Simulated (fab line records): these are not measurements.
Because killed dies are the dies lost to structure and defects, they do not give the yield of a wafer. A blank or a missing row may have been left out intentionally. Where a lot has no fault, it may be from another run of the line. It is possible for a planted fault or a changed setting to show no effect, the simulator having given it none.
Comparing a struck lot with a sound one ; flow sky130 ; 15 out of 708 route steps
Sound: wafers L158.1, L158.2, L158.4. Wafers L163.2, L163.4, L163.5 were the ones struck. The cause is named last.
For every step that has rows: the tool of each side, followed by ch and its chambers, followed by its first start. Under that, the readings that differ: sound wafers ; struck wafers ; difference of the means ; sigmas: that difference in standard deviations of wafers without a fault.
alike: readings with means less than 2 such deviations apart, plus words and numbers identical on both sides. not compared: withheld readings, readings lacking a value on some wafer, bounds such as >300 that could conceal the same value, and numbers that have no deviation in the record and whose values overlap.
Wherever a step has rows on one side only, a row that says differs or no value, or a row with sigmas, the two part there. When numbers do not overlap yet have no deviation, they are printed without sigmas and do not part them. Lack of a reading on every wafer of one side parts them only where that side has two or more wafers.

first, 6 steps without rows for these wafers: SKY_METAL4_COAT_07 (resist thk 60 nm); SKY_METAL4_COAT_08 (resist thk 1140 nm); SKY_METAL4_SOFTBAKE_09 (time 90 s); SKY_METAL4_EXPOSE_10 (exposes mask MM4, target cd 300 nm); SKY_METAL4_PEB_11; SKY_METAL4_DEVELOP_12 (develop time 60 s).
SKY_METAL4_CD_MEAS_13: the cd target is 300 nm.
  struck on cd_sem-01, day 45 15:46; sound on cd_sem-01, day 44 01:17
  alike: cd_nm
SKY_METAL4_OVL_MEAS_14:
  struck on overlay-02, day 45 15:52; sound on overlay-02, day 44 01:25
  alike: METAL4_OVL
SKY_METAL4_DESCUM_15: chemistry O2, time 8 s.
  sound on rie_metal-01 ch 0,1, day 44 01:26; struck on rie_metal-04 ch 0,1, day 45 15:53
  alike: drypump_motor_current_A, oes_product_au, temp_c
  not compared: rf_hours_counter_h
SKY_METAL4_ETCH_16: etches BARC in N2/H2, stops on SiO2, time 88.2 s, target depth 60 nm.
  sound on rie_metal-01 ch 0,1, day 44 01:29; struck on rie_metal-04 ch 0,1, day 45 15:56
  alike: drypump_motor_current_A, oes_product_au, throttle_valve_pct
  not compared: rf_hours_counter_h
SKY_METAL4_ETCH_17: etches SiO2 in C4F8/O2/Ar, stops on TiN, time 3.9 s, target depth 15 nm.
  sound on rie_diel-02 ch 0,1,3, day 44 01:34; struck on rie_diel-01 ch 0,1, day 45 16:01
  alike: oes_product_au
  not compared: rf_hours_counter_h
SKY_METAL4_METAL_ETCH_18: etches the open film in Cl2/BCl3, stops on SiO2, target depth 845 nm, time 183.1 s.
  sound on rie_metal-04 ch 0, day 44 01:35; struck on rie_metal-01 ch 0,1, day 45 16:02
  alike: drypump_motor_current_A, oes_product_au, throttle_valve_pct
  not compared: rf_hours_counter_h
SKY_METAL4_STRIP_19: strips in O2/N2.
  sound on plasma_asher-01 ch 0,1, day 44 01:57; struck on plasma_asher-01 ch 0,1, day 45 16:13
reading;sound;struck;difference;sigmas
overash_fraction;0.5 0.5 0.5;0.3 0.3 0.3;-0.2;
  alike: drypump_motor_current_A, oes_product_au, strip_time_to_endpoint_s
  not compared: rf_hours_counter_h
then, 1 step without rows for these wafers: SKY_METAL4_STRIP_20 (strips in post etch residue remover, time 1200 s).
-- the record jumps here: 4 days lie between the struck wafers' starts before and after (it left off in module METAL4 and takes up again in module PAD_OPEN, whose first step shown is number 708 of the route) --
SKY_PAD_OPEN_PROBE_99:
  struck on prober-02, day 49 04:54; sound on prober-02, day 47 19:57
  alike: defect_limited_yield, killed_at_M0_to_M3, killed_at_M4_up, killed_at_contacts, killed_at_front_end, killed_at_other, killed_dies, killed_open, killed_short, sort_bin_3_pad_short, sort_bin_5_function, sort_bin_6_memory, sort_n_pass, sort_yield_pct

## WHERE THEY PART
Nowhere in this record.

WHY: what the simulator had put in
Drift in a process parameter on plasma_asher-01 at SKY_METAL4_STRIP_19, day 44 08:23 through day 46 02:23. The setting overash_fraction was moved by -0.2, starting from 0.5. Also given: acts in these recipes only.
